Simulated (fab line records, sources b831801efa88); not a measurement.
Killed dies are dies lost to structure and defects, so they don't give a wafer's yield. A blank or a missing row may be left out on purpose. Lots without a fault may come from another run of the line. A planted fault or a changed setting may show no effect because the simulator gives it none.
Which tool did it? | flow sky130 | 12 lots, 34 wafers sampled, at 2 steps of a route of 708

WHAT THE GAUGES READ, wafer by wafer
SKY_SONOS_TUNNEL_OVL_MEAS_08. Usual: SONOS_TUNNEL_OVL 0.5 nm, standard deviation 1.7.
lot  | measured     | on         | SONOS_TUNNEL_OVL (nm) | flag
L744 | day 12 07:56 | overlay-01 | -0.3 -2.7 0.0         |
L746 | day 12 10:01 | overlay-02 | 1.6 2.0 2.4           |
L747 | day 13 06:31 | overlay-01 | -4.0 0.1 -2.5         |
L749 | day 13 17:10 | overlay-02 | 1.7 0.5 -0.5          |
L750 | day 13 17:47 | overlay-02 | -0.5 1.3 1.8          |
L751 | day 14 01:23 | overlay-02 | 2.9 3.6 1.9           |
L753 | day 14 22:56 | overlay-01 | -0.2 -0.8 -1.8        |
L755 | day 15 12:02 | overlay-01 | 0.4 1.7 1.6           |
L756 | day 15 19:35 | overlay-01 | 4.0 2.1 4.0           |
L757 | day 16 03:03 | overlay-02 | 2.7 2.2               |
L760 | day 16 19:52 | overlay-02 | 0.0 -0.8 -1.1         |
L761 | day 17 02:09 | overlay-02 | 1.2 0.0               |

SKY_LDD_HVP_OVL_MEAS_07. Usual: LDD_HVP_OVL -0.1 nm, standard deviation 1.2.
lot  | measured     | on         | LDD_HVP_OVL (nm) | flag
L744 | day 22 16:01 | overlay-01 | -0.9 0.7 0.6     |
L746 | day 23 02:37 | overlay-01 | -1.1 1.0 -0.6    |
L747 | day 23 17:25 | overlay-02 | -0.1 -0.1 -0.8   |
L749 | day 24 09:14 | overlay-02 | -0.3 -1.7 -1.8   |
L750 | day 24 11:41 | overlay-02 | 3.4 0.7 2.3      |
L751 | day 24 15:39 | overlay-02 | -0.7 -2.0 -1.8   |
L753 | day 26 08:30 | overlay-02 | -0.8 -0.2 0.9    |
L755 | day 26 10:52 | overlay-02 | 0.4 2.7 2.0      |
L756 | day 26 18:07 | overlay-02 | -1.5 0.4 0.3     |
L757 | day 26 22:53 | overlay-01 | -1.3 -0.4        |
L760 | day 27 19:10 | overlay-02 | -1.1 0.2 -0.8    |
L761 | day 27 21:58 | overlay-01 | 0.1 -0.8         |

WHICH TOOL RAN EACH LOT (tool, then ch and the chambers of the sampled wafers, then the start)
The record holds no process step before these readings.

WHAT THE TOOLS THEMSELVES READ (means of the sampled wafers that have a number; where no wafer has one, the mark that the record gives instead)
The record holds no such reading with a usual standard deviation.

THE ANSWER, worked out from the rows above alone
Rule: a lot is off if the mean of its wafers that have a number lies more than 3 standard deviations from the usual mean. A lot without any number at a reading at which 4 lots or more have one is off too. The other lots that the step has rows for count as sound. The gauges are gone through in route order, then the tools' own readings, and for those a lot's mean is taken as printed above. The first step at which some lot is off is used, and at that step the reading that is off furthest; a lot without a number counts as furthest.
No lot is off at any reading shown: from this, nothing can be told.

WHAT THE SIMULATOR HAD PUT IN
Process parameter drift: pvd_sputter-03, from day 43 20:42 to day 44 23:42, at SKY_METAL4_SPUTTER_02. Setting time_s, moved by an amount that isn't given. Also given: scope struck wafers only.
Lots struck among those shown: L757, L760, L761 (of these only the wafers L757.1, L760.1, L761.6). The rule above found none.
